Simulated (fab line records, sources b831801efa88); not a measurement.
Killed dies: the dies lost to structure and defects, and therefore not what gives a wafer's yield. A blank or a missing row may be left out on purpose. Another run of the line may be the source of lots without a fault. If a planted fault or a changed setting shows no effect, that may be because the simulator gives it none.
Problem report, 8D (eight disciplines) form, completed by code / flow sky130 / the parts of the form that need people (team, actions taken, sign-off) are left out

1. THE ISSUE
rf-fwd-power-W at SKY_METAL1_ETCH_18 reads a mean of 578.3 W on 1 wafer of 1 lot; wafers without a fault read 495.5 W with a standard deviation of 1.9. Relative to the usual mean, that is a shift of +44 standard deviations.
The step: etches BARC in N2/H2, stops on SiO2, time 45.9 s, target depth 60 nm.
Earliest sighting: wafer L765.3 on rie-metal-04 at day 38 03:27. At this step, 33 wafers from 11 lots have a number in the record. The rule behind "out" and "out of limits": a value lying over 4 standard deviations away from the usual mean. The rest of the wafers with a number are treated as sound.

2. WHAT IT IS, WHAT IT ISN'T
question=which readings at this step; is=rf-fwd-power-W; is not=chamber-pressure-mTorr, drypump-motor-current-A, oes-product-au, throttle-valve-pct
question=which lots; is=L765; is not=L748, L749, L750, L751, L752, L753, L754, L755, L756, L757
question=which wafers of those lots; is=L765.3; is not=L765.4, L765.6
question=read on which tools; is=rie-metal-04; is not=rie-metal-01, rie-metal-02
question=when; is=from day 38 03:27; is not=up to then (32 sound wafers)

3. WHAT RULES OUT EACH SUSPECT
Counting: if a tool at a process step up to the reading ran every lot that is out, it stays a suspect. Sound lots after the first of them don't rule it out here, since some wafers of a struck lot are sound.
- pvd-sputter-01 at SKY_METAL1_SPUTTER_00 (material Ti, target thk 15 nm, time 10 s): kept. It ran the lot that is out, L765 (day 37 00:52); its last sound lot up to then is L755 (day 33 20:46).
- rie-metal-04 at SKY_METAL1_ETCH_18 (etches BARC in N2/H2, stops on SiO2, time 45.9 s, target depth 60 nm): kept. It ran the lot that is out, L765 (day 38 03:27); its last sound lot up to then is L751 (day 33 22:11). Its own readings are out on those wafers: rf-fwd-power-W.
- The sound lot-mates ran in chamber 1 of rie-metal-04 at SKY_METAL1_ETCH_18, but the wafers that are out ran in chamber 0.
Remaining after the count are pvd-sputter-01 at SKY_METAL1_SPUTTER_00 and rie-metal-04 at SKY_METAL1_ETCH_18.

4. THE CAUSE (what the simulator had put in)
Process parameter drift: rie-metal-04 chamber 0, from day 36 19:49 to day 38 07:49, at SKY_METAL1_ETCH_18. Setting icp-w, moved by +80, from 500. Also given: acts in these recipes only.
Counting leaves 2 suspects; this tool is one of them.

5. THE CHAIN OF EFFECTS, in route order
Rows list readings where the struck wafers' mean (over those with a number) sits beyond 3 standard deviations from the usual. Only readings whose record carries a usual standard deviation are examined. hours: median over the lots of the time between each lot's start at the first step of this table that gives one and its start at this step. sigmas: the change, counted in usual standard deviations.
hours=0; step=SKY_METAL1_ETCH_18; reading=rf-fwd-power-W; usual=495.5 W; on struck wafers=578.3; change=+82.8; sigmas=+44
It contains these process steps:
- SKY_METAL1_ETCH_18: etches BARC in N2/H2, stops on SiO2, time 45.9 s, target depth 60 nm.

6. HOW IT WOULD HAVE BEEN CAUGHT EARLIER
In this record no reading fell out of limits until day 38 03:27, 32 hours after the fault had begun at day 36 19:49.
